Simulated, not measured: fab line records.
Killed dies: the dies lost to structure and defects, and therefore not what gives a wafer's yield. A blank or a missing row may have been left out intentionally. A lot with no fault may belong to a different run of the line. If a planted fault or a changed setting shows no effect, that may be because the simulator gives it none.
Which of the tools did it? | flow sky130 | Sampling: 6 lots, 18 wafers, 3 of 708 route steps

## WHAT THE GAUGES SHOWED, per wafer
SKY_LI_CONTACT_RS_MEAS_22: measures by four-point-probe.
lot  | measured     | on            | LI_CONTACT_W_RS (ohm/sq)
L634 | day 30 09:07 | film_metro-04 | 0.291 0.286 0.287
L637 | day 31 04:06 | film_metro-03 | 0.288 0.283 0.287
L639 | day 31 20:52 | film_metro-03 | 0.289 0.287 0.288
L643 | day 33 01:05 | film_metro-04 | 0.274 0.275 0.273
L645 | day 33 16:10 | film_metro-01 | 0.324 0.315 0.320
L655 | day 36 16:49 | film_metro-03 | 0.282 0.283 0.283

## WHICH TOOL RAN EACH LOT (tool, then ch and the chambers of the sampled wafers, then the start)
lot  | SKY_LI_CONTACT_SPUTTER_20    | SKY_LI_CONTACT_CVD_21
L634 | pvd_sputter-03, day 30 08:55 | cvd_w-01 ch 0,1, day 30 08:58
L637 | pvd_sputter-02, day 31 03:55 | cvd_w-01 ch 0,1, day 31 03:58
L639 | pvd_sputter-03, day 31 20:41 | cvd_w-01 ch 0,1, day 31 20:44
L643 | pvd_sputter-01, day 33 00:44 | cvd_w-02 ch 1, day 33 00:53
L645 | pvd_sputter-02, day 33 15:59 | cvd_w-01 ch 0,1, day 33 16:02
L655 | pvd_sputter-02, day 36 16:37 | cvd_w-02 ch 0,1, day 36 16:41
- SKY_LI_CONTACT_SPUTTER_20: material TiN, target thk 20 nm, time 80 s.
- SKY_LI_CONTACT_CVD_21: deposits W, target thk 400 nm, time 120.56 s.

## THE ANSWER, worked out from the rows above alone
Rule: usual is defined by the lots themselves. The widest of any qualifying gaps counts: lots, ordered by their means at a reading, are off when they make up no more than a third of the lots, leave a main group of 4 or more, and stand apart from it by 3 or more times the standard deviation of that group's means. The tables above print the reading to a certain number of digits; a main group whose means all agree to those digits is not used. A lot without any number at a reading at which 4 lots or more have one is off too. All remaining lots with rows at the step are treated as sound.
Off: L645, seen at SKY_LI_CONTACT_RS_MEAS_22 (LI_CONTACT_W_RS). Main group: mean 0.284 ohm/sq, sd 0.0052.
If a tool, at a process step before that reading, ran all the lots that are off and no sound lot after the first of them, it fits. Those tools and the gauges at SKY_LI_CONTACT_RS_MEAS_22 are tried in the same way. Undecided on this evidence; 2 tools fit (cvd_w-01 at SKY_LI_CONTACT_CVD_21, film_metro-01 at SKY_LI_CONTACT_RS_MEAS_22).

## WHAT THE SIMULATOR HAD PUT IN
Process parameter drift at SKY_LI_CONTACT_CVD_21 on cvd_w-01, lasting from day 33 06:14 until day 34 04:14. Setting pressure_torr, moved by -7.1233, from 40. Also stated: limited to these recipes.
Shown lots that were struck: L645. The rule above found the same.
